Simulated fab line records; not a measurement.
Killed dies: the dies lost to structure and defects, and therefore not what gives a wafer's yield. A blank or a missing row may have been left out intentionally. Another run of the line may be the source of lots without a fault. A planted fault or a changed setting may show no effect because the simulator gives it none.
One fault seen from 2 desks | flow gf180mcu | numbers are kept per desk, each desk with only its own; the story behind them comes last

== FOR THE TOOL OWNER'S DESK: implanter-03 ==
GF_LVPWELL_IMPLANT_08, tool's own readings: per-lot mean of the sampled wafers with a number, covering each lot this tool ran. Marked OUT: a lot whose mean sits more than 4 standard deviations from the usual mean, which makes it out of limits; the brackets give that distance.
Columns: A = beam_on_s at GF_LVPWELL_IMPLANT_08, usual 9.99 s; B = faraday_current_uA at GF_LVPWELL_IMPLANT_08, usual 84.7
lot  | first seen here | A               | B
L201 | day 4 09:24     | 10.08           | 84.2
L205 | day 5 05:55     | 9.82            | 86.0
L206 | day 5 13:59     | 10.01           | 84.5
L207 | day 5 19:02     | 10.02           | 84.3
L208 | day 6 01:01     | 10.24           | 82.8
L209 | day 6 07:10     | 12.42 (+12) OUT | 68.2 (-9.2) OUT
L210 | day 6 13:22     | 12.66 (+13) OUT | 66.9 (-9.9) OUT
L213 | day 7 04:18     | 12.39 (+11) OUT | 68.3 (-9.1) OUT
This desk's verdict: out of limits on L209, L210, L213, starting with L209 at day 6 07:10 (beam_on_s at GF_LVPWELL_IMPLANT_08). L201, L205, L206, L207, L208: within limits.

== AT THE METROLOGY DESK ==
What the gauges read, lot by lot, whatever tool the lot ran on: means of the sampled wafers that have a number. Marked OUT: a lot whose mean sits more than 4 standard deviations from the usual mean, which makes it out of limits; the brackets give that distance.
Columns: A = cd_nm at GF_STI_CD_MEAS_12, usual 219.8 nm; B = LVPWELL_TW at GF_LVPWELL_TW_MEAS_11, usual 558; C = LVPWELL_RS at GF_VT_IMPLANT_RS_MEAS_48, usual 1196.9 ohm/sq; D = cd_nm at GF_SAB_CD_MEAS_09, usual 420.3 nm; E = SAB_OVL at GF_SAB_OVL_MEAS_10, usual 0.0 nm
lot  | first seen here | A     | B              | C                | D     | E
L201 | day 2 09:23     | 218.4 | 557            | 1195.0           | 420.0 | 0.2
L203 | day 2 17:49     | 220.7 | 554            | 1193.8           | 418.5 | -1.2
L205 | day 3 03:49     | 218.4 | 554            | 1194.4           | 418.9 | -0.6
L206 | day 3 10:05     | 219.6 | 554            | 1193.9           | 421.0 | 0.7
L207 | day 3 15:43     | 220.3 | 553            | 1193.5           | 423.0 | -0.5
L208 | day 3 19:35     | 219.8 | 563            | 1202.1           | 419.9 | -1.0
L209 | day 4 02:15     | 220.6 | 593 (+8.7) OUT | 1070.7 (-44) OUT | 424.0 | 0.2
L210 | day 4 07:20     | 221.5 | 596 (+9.4) OUT | 1068.9 (-44) OUT | 417.7 | 0.6
L211 | day 4 11:25     | 219.0 | 559            | 1196.3           | 423.1 | -1.2
L213 | day 4 21:07     | 219.9 | 592 (+8.5) OUT | 1069.5 (-44) OUT | 417.5 | -0.0
L219 | day 6 04:23     | 219.5 | 554            | 1197.9           | 420.6 | 0.4
L222 | day 6 20:19     | 220.5 | 561            | 1195.8           | 417.3 | 0.7
L223 | day 7 01:44     | 219.5 | 555            | 1196.7           | 423.3 | 0.1
This desk reports L209, L210, L213 out of limits; the earliest was L209 at day 6 07:34 (LVPWELL_TW at GF_LVPWELL_TW_MEAS_11). L201, L203, L205, L206, L207, L208, L211, L219, L222, L223: within limits.

== ALL TOGETHER ==
The tool owner's desk could have raised an alarm at day 6 07:10, on L209, L210, L213.
The metrology desk could have raised an alarm at day 6 07:34, on L209, L210, L213.
The lots listed all ran GF_LVPWELL_IMPLANT_08 on implanter-03.

== WHAT WAS PUT IN BY THE SIMULATOR ==
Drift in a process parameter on implanter-03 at GF_LVPWELL_IMPLANT_08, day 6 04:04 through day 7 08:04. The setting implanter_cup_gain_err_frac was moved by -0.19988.
Lots struck among those shown: L209, L210, L213.
Counting hours from when the fault started, the first reading out of limits came at 3 for the tool owner's desk and at 3 for the metrology desk.
